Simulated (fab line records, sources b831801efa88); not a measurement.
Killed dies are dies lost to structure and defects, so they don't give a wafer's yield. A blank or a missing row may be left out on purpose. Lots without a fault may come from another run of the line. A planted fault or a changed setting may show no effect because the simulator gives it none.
One fault seen from 2 desks | flow gf180mcu | each desk has only its own numbers; what lay behind them comes last

THE TOOL OWNER'S DESK: pecvd-02
The tool's own readings at GF_V5_CVD_02 (deposits SiO2 from TEOS, target thk 1450 nm, time 163.28 s): means of the sampled wafers that have a number, for each lot that ran on this tool. A lot is out of limits, marked OUT, if its mean lies more than 4 standard deviations from the usual mean; the brackets give that distance.
Columns: A = heater_power_w at GF_V5_CVD_02, usual 578 W
lot  | first seen here | A
L245 | day 28 04:25    | 559
L259 | day 32 10:36    | 595
This desk's finding: nothing out of limits on any of the 2 lots.

THE METROLOGY DESK
What the gauges read, lot by lot, whatever tool the lot ran on: means of the sampled wafers that have a number. A lot is out of limits, marked OUT, if its mean lies more than 4 standard deviations from the usual mean; the brackets give that distance.
Columns: A = cd_nm at GF_M5_CD_MEAS_07, usual 279.8 nm; B = M5_OVL at GF_M5_OVL_MEAS_08, usual 1 nm; C = V5_CVD_00_THK at GF_V5_THK_MEAS_01, usual 301 nm; D = V5_CVD_02_THK at GF_V5_THK_MEAS_03, usual 1449 nm
lot  | first seen here | A     | B  | C   | D
L241 | day 26 13:10    | 278.8 | 1  | 302 | 1430
L245 | day 28 03:27    | 279.6 | -2 | 302 | 1449
L249 | day 29 10:11    | 280.7 | -6 | 297 | 1452
L259 | day 32 09:41    | 280.5 | 5  | 301 | 2046 (+35) OUT
L261 | day 32 17:01    | 278.2 | 1  | 304 | 1460
This desk's finding: out of limits on L259; first on L259, day 32 10:41 (V5_CVD_02_THK at GF_V5_THK_MEAS_03). In limits: L241, L245, L249, L261.

PUT TOGETHER
The metrology desk could have raised an alarm at day 32 10:41, on L259.
The tool owner's desk saw nothing out of limits.
The tool owner's desk has L259 on record, within its limits.
Of the lots named, all ran GF_V5_CVD_02 on pecvd-02.

WHAT THE SIMULATOR HAD PUT IN
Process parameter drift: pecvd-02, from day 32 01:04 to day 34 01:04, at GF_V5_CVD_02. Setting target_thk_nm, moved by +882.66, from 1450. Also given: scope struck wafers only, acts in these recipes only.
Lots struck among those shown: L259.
Hours from the fault's start to each desk's first reading out of limits: the metrology desk, 10.
